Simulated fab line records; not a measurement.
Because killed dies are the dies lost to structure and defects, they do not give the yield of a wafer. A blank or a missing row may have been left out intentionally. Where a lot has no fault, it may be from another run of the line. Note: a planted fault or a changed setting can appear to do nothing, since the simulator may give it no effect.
fab line records    flow sky130
[record] lots = 14  wafers = 42  last_day = 50
route steps=708 shown FIELD_ISO@3 NWELL@75 VT_ADJUST_NCORE@127 RES_XHIGH@341 PAD_OPEN@708
lots that met no fault: taken from a fault-free run of the same line
start_h: start of the lot's first displayed wafer, in hours after the record's first day    wait_h: hours since the lot's step before    " repeats the value in the row above    L1.1+2: one row covering several wafers at once    - either no value or no given start    * or withheld: withheld    < > ~ a bound
route shown NAME@n: names a module that has steps shown in the file, with the first one's number in the route    usual: mean and standard deviation over wafers with no fault    same: alike in all rows    chamber/n: place in a boat    sites: per-site readings    _std_site: the values' standard deviation    _edge_site: the outer-site mean with the inner-site mean subtracted    radius_mm: how far each site lies from the wafer's centre    mask NAME#n: copy n    behind: tool/chamber where the wafer was last shaped    hold: what put the lot on hold/how long, in hours/how the hold closed    device: the transistor (n, p or np) that didn't switch    end of line: the route-end tests of the same wafers    where a step has no rows: the recipe by itself    killed: the dies lost at the first sort to structure and to defects; this is not the yield of the wafer    map: the dies of a wafer, with x for killed, . for not killed, _ for no die there
set.NAME: setting as actually run; set.NAME@STEP: the setting as run at that earlier step    model.NAME: the simulator's own value behind a step, which no gauge read
a sample of lots followed through the steps of the route, with each step as a table and each wafer as a row
[[steps]]
[step SKY_FIELD_ISO_THK_MEAS_02]
[recipe] reads = SiO2_of_FIELD_ISO_OXIDATION_01
[usual] FIELD_ISO_OXIDATION_00_THK = 12.06/0.22
lot.wafer  tool           chamber  start_h  wait_h  FIELD_ISO_OXIDATION_00_THK[nm]
L182.4     film_metro-03  -        25.61    0.0     12.08
L182.5     "              -        "        "       12.11
L182.6     "              -        "        "       12.07
L183.3     film_metro-03  -        27.11    0.0     12.13
L183.5     "              -        "        "       12.15
L183.6     "              -        "        "       12.05
L184.1     film_metro-03  -        32.47    0.0     11.88
L184.4     "              -        "        "       12.05
L184.6     "              -        "        "       12.17
L185.1     film_metro-02  -        36.63    0.0     12.07
L185.4     "              -        "        "       12.01
L185.6     "              -        "        "       12.27
L186.1     film_metro-01  -        43.83    0.0     11.85
L186.2     "              -        "        "       11.70
L186.5     "              -        "        "       11.81
L187.2     film_metro-02  -        52.20    0.0     12.12
L187.4     "              -        "        "       12.37
L187.6     "              -        "        "       12.29
L188.1     film_metro-03  -        52.23    0.0     12.05
L188.2     "              -        "        "       11.99
L188.5     "              -        "        "       11.94
L190.4     film_metro-03  -        62.88    0.0     12.05
L190.5     "              -        "        "       11.75
L190.6     "              -        "        "       11.92
L193.1     film_metro-03  -        78.56    0.0     12.40
L193.4     "              -        "        "       12.32
L193.6     "              -        "        "       12.35
L198.1     film_metro-03  -        101.63   0.0     12.19
L198.2     "              -        "        "       12.09
L198.6     "              -        "        "       11.98
L200.1     film_metro-03  -        113.91   0.0     12.13
L200.3     "              -        "        "       12.14
L200.6     "              -        "        "       12.13
L201.2     film_metro-02  -        117.85   0.0     11.95
L201.3     "              -        "        "       11.92
L201.4     "              -        "        "       12.19
L202.1     film_metro-02  -        126.32   0.0     12.60
L202.2     "              -        "        "       12.31
L202.3     "              -        "        "       12.42
L203.3     film_metro-03  -        129.35   0.0     11.68
L203.4     "              -        "        "       11.78
L203.5     "              -        "        "       11.95
[step SKY_NWELL_DEVELOP_22]
[recipe] wall_angle_deg = 90  developer = TMAH  develop_time_s = 60  dev_temp_c = 23
lot.wafer   tool            chamber  start_h  wait_h
L183.3+5+6  litho_track-03  0        128      -
L182.4+5+6  litho_track-02  0        129      -
L184.1+4+6  litho_track-01  0        136      -
L185.1+4+6  litho_track-02  0        137      -
L186.1+2+5  litho_track-03  0        141      -
L187.2+4+6  litho_track-03  0        152      -
L188.1+2+5  litho_track-03  0        157      -
L190.4+5+6  litho_track-03  0        169      -
L193.1+4+6  litho_track-01  0        189      -
L198.1+2+6  litho_track-02  0        220      -
L200.1+3+6  litho_track-01  0        232      -
L201.2+3+4  litho_track-02  0        235      -
L202.1+2+3  litho_track-01  0        243      -
L203.3+4+5  litho_track-03  0        250      -
[step SKY_NWELL_OVL_MEAS_23]
[usual] NWELL_01_OVL = -0.7/1.4
lot.wafer  tool        chamber  start_h  wait_h  NWELL_01_OVL[nm]
L183.3     overlay-01  -        128.76   -       0.3
L183.5     "           -        "        "       0.1
L183.6     "           -        "        "       -0.1
L182.4     overlay-02  -        129.36   -       -1.1
L182.5     "           -        "        "       -1.7
L182.6     "           -        "        "       -2.6
L184.1     overlay-02  -        136.18   -       -0.6
L184.4     "           -        "        "       -1.7
L184.6     "           -        "        "       -1.9
L185.1     overlay-01  -        137.79   -       1.4
L185.4     "           -        "        "       3.4
L185.6     "           -        "        "       1.5
L186.1     overlay-02  -        141.95   -       -0.7
L186.2     "           -        "        "       0.4
L186.5     "           -        "        "       -0.2
L187.2     overlay-02  -        152.81   -       -2.8
L187.4     "           -        "        "       -3.6
L187.6     "           -        "        "       -3.9
L188.1     overlay-02  -        158.05   -       -
L188.2     "           -        "        "       -
L188.5     "           -        "        "       -
L190.4     overlay-02  -        169.42   -       -
L190.5     "           -        "        "       -
L190.6     "           -        "        "       -
L193.1     overlay-02  -        190.13   -       1.3
L193.4     "           -        "        "       0.4
L193.6     "           -        "        "       2.7
L198.1     overlay-02  -        221.14   -       -2.2
L198.2     "           -        "        "       -0.9
L198.6     "           -        "        "       -2.6
L200.1     overlay-01  -        232.98   -       -1.4
L200.3     "           -        "        "       -0.7
L200.6     "           -        "        "       -1.2
L201.2     overlay-02  -        235.64   -       -3.0
L201.3     "           -        "        "       -1.8
L201.4     "           -        "        "       -2.0
L202.1     overlay-01  -        243.48   -       0.6
L202.2     "           -        "        "       -0.3
L202.3     "           -        "        "       0.5
L203.3     overlay-01  -        250.21   -       -1.1
L203.4     "           -        "        "       1.4
L203.5     "           -        "        "       -0.1
[step SKY_VT_ADJUST_NCORE_OVL_MEAS_08]
[usual] VT_ADJUST_NCORE_OVL = -0.1/1.5
lot.wafer  tool        chamber  start_h  wait_h  VT_ADJUST_NCORE_OVL[nm]
L183.3     overlay-01  -        212.36   0.1     -1.0
L183.5     "           -        "        "       -1.4
L183.6     "           -        "        "       0.2
L182.4     overlay-01  -        212.83   0.1     1.8
L182.5     "           -        "        "       0.8
L182.6     "           -        "        "       -0.4
L184.1     overlay-01  -        220.71   0.1     1.4
L184.4     "           -        "        "       2.6
L184.6     "           -        "        "       -1.3
L185.1     overlay-02  -        223.11   0.1     -1.0
L185.4     "           -        "        "       0.9
L185.6     "           -        "        "       2.0
L186.1     overlay-02  -        226.25   0.1     0.8
L186.2     "           -        "        "       1.5
L186.5     "           -        "        "       -1.2
L187.2     overlay-02  -        239.89   0.1     0.8
L187.4     "           -        "        "       1.5
L187.6     "           -        "        "       2.2
L188.1     overlay-02  -        249.16   0.1     -0.4
L188.2     "           -        "        "       -0.5
L188.5     "           -        "        "       -1.9
L190.4     overlay-01  -        263.12   0.1     -1.6
L190.5     "           -        "        "       -1.6
L190.6     "           -        "        "       0.2
L193.1     overlay-01  -        286.30   0.1     -0.4
L193.4     "           -        "        "       -0.6
L193.6     "           -        "        "       -0.1
L198.1     overlay-01  -        325.06   0.1     0.8
L198.2     "           -        "        "       1.2
L198.6     "           -        "        "       0.7
L200.1     overlay-01  -        338.70   0.1     -0.9
L200.3     "           -        "        "       0.6
L200.6     "           -        "        "       0.6
L201.2     overlay-02  -        341.86   0.1     2.0
L201.3     "           -        "        "       4.3
L201.4     "           -        "        "       1.7
L202.1     overlay-01  -        353.11   0.1     -2.5
L202.2     "           -        "        "       -3.5
L202.3     "           -        "        "       -2.9
L203.3     overlay-01  -        360.46   0.1     0.1
L203.4     "           -        "        "       -1.2
L203.5     "           -        "        "       -1.8
[step SKY_RES_XHIGH_TW_MEAS_09]
[usual] RES_XHIGH_TW = 1635/12
lot.wafer  tool           chamber  start_h  wait_h  RES_XHIGH_TW
L183.3     film_metro-02  -        655.77   0.1     1629
L183.5     "              -        "        "       1628
L183.6     "              -        "        "       1621
L182.4     film_metro-04  -        659.68   0.1     1644
L182.5     "              -        "        "       1659
L182.6     "              -        "        "       1645
L184.1     film_metro-01  -        670.04   0.1     1642
L184.4     "              -        "        "       1630
L184.6     "              -        "        "       1632
L185.1     film_metro-02  -        671.90   0.1     1623
L185.4     "              -        "        "       1629
L185.6     "              -        "        "       1627
L186.1     film_metro-04  -        679.85   0.1     1652
L186.2     "              -        "        "       1648
L186.5     "              -        "        "       1645
L187.2     film_metro-04  -        692.86   0.1     1645
L187.4     "              -        "        "       1653
L187.6     "              -        "        "       1640
L188.1     film_metro-01  -        704.33   0.1     1634
L188.2     "              -        "        "       1628
L188.5     "              -        "        "       1628
L190.4     film_metro-04  -        717.82   0.1     1631
L190.5     "              -        "        "       1638
L190.6     "              -        "        "       1631
L193.1     film_metro-02  -        742.80   0.1     1629
L193.4     "              -        "        "       1630
L193.6     "              -        "        "       1632
L198.1     film_metro-02  -        780.79   0.1     1644
L198.2     "              -        "        "       1628
L198.6     "              -        "        "       1633
L200.1     film_metro-01  -        791.23   0.1     1621
L200.3     "              -        "        "       1624
L200.6     "              -        "        "       1620
L201.2     film_metro-01  -        793.90   0.1     1626
L201.3     "              -        "        "       1631
L201.4     "              -        "        "       1626
L202.1     film_metro-04  -        800.95   0.1     1641
L202.2     "              -        "        "       1637
L202.3     "              -        "        "       1648
L203.3     film_metro-01  -        815.56   0.1     1617
L203.4     "              -        "        "       1629
L203.5     "              -        "        "       1630
[step SKY_PAD_OPEN_PROBE_99]
[usual] killed_at_M0_to_M3 = 43/7.8  killed_at_M4_up = 3.2/1.9  killed_at_contacts = 24/5  killed_at_front_end = 14/4.5  killed_at_other = 0.2/0.41  killed_dies = 84/9.6  killed_on_rim = 17/3.8  killed_open = 47/6.9  killed_short = 38/6
[same] gross_dies = 492  killed_at_back_side = 0
lot.wafer  tool       chamber  start_h  wait_h  killed_at_M0_to_M3  killed_at_M4_up  killed_at_contacts  killed_at_front_end  killed_at_other  killed_dies  killed_on_rim  killed_open  killed_short
L188.1     prober-02  -        1132.10  0.1     54                  2                34                  402                  0                492          96             58           48
L188.2     prober-02  -        1132.15  0.1     47                  3                42                  400                  0                492          96             57           53
L188.5     prober-02  -        1132.30  0.2     56                  2                28                  406                  0                492          96             52           47
L190.4     prober-02  -        1146.85  0.2     35                  2                27                  428                  0                492          96             44           25
L190.5     prober-02  -        1146.90  0.2     46                  1                29                  416                  0                492          96             56           37
L190.6     prober-02  -        1146.95  0.2     35                  4                26                  427                  0                492          96             44           47
// killed by level:class
L188.1 NWELL:area_develop=386 CONTACT:geometric_particle:open=16 VIA1:geometric_particle:open=14 METAL1:geometric_particle:short=7 FIELD_ISO:geometric_particle:short=6 VIA3:geometric_particle:open=6 LI_CONTACT:geometric_particle:open=6 METAL3:geometric_particle:short=6
L188.2 NWELL:area_develop=382 CONTACT:geometric_particle:open=13 LI_CONTACT:geometric_particle:open=9 VIA1:geometric_particle:open=8 METAL2:geometric_particle:short=7 VIA3:geometric_particle:short=6 LOCAL_INTERCONNECT:geometric_particle:short=6 CONTACT:geometric_particle:short=6
L188.5 NWELL:area_develop=393 VIA1:geometric_particle:open=12 VIA3:geometric_particle:open=11 CONTACT:geometric_particle:short=8 CONTACT:geometric_particle:open=8 VIA2:geometric_particle:short=7 LOCAL_INTERCONNECT:geometric_particle:short=6 METAL3:geometric_particle:short=5
L190.4 NWELL:area_develop=423 CONTACT:geometric_particle:open=11 VIA1:geometric_particle:open=9 LI_CONTACT:geometric_particle:open=9 METAL2:geometric_particle:short=7 VIA2:geometric_particle:open=5 LOCAL_INTERCONNECT:geometric_particle:short=4 VIA3:geometric_particle:short=4
L190.5 NWELL:area_develop=399 VIA1:geometric_particle:open=16 VIA3:geometric_particle:open=9 LI_CONTACT:geometric_particle:open=8 FIELD_ISO:geometric_particle:open=7 LOCAL_INTERCONNECT:geometric_particle:short=6 CONTACT:geometric_particle:short=5 CONTACT:geometric_particle:open=5
L190.6 NWELL:area_develop=401 CONTACT:geometric_particle:open=12 VIA1:geometric_particle:open=10 METAL2:geometric_particle:short=8 FIELD_ISO:geometric_particle:short=7 POLY_GATE:geometric_particle:short=7 POLY_GATE:geometric_particle:open=6 LI_CONTACT:geometric_particle:open=6
[[key]]
[first_sign] step = SKY_NWELL_OVL_MEAS_23  reading = NWELL_01_OVL  direction = missing
[effect] step = SKY_PAD_OPEN_PROBE_99  reading = killed_at_front_end  direction = up  sigmas = 88  usual = 14  struck = 413
[more_kills_born_at] SKY_NWELL_DEVELOP_22@litho_track-03 = 2384
met_at SKY_NWELL_DEVELOP_22
struck_lots L188,L190
tester_left_out L188,L190
not_acting_at SKY_FIELD_ISO_THK_MEAS_02,SKY_VT_ADJUST_NCORE_OVL_MEAS_08,SKY_RES_XHIGH_TW_MEAS_09
onset_between 152 157
[fault] kind = process_parameter_drift  tool = litho_track-03  chamber = -  onset_h = 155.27  steps = SKY_NWELL_DEVELOP_22  channel = develop_time_s  offset = *  shape = step  end_h = 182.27  acts_in = *  stated = *
// tester_left_out: of these lots the tester's yield and bins aren't shown, on N5 and GAA mostly nor the transistor test; their killed dies are dies lost to structure and defects alone, not to doping, threshold or leakage, so they don't give the yield
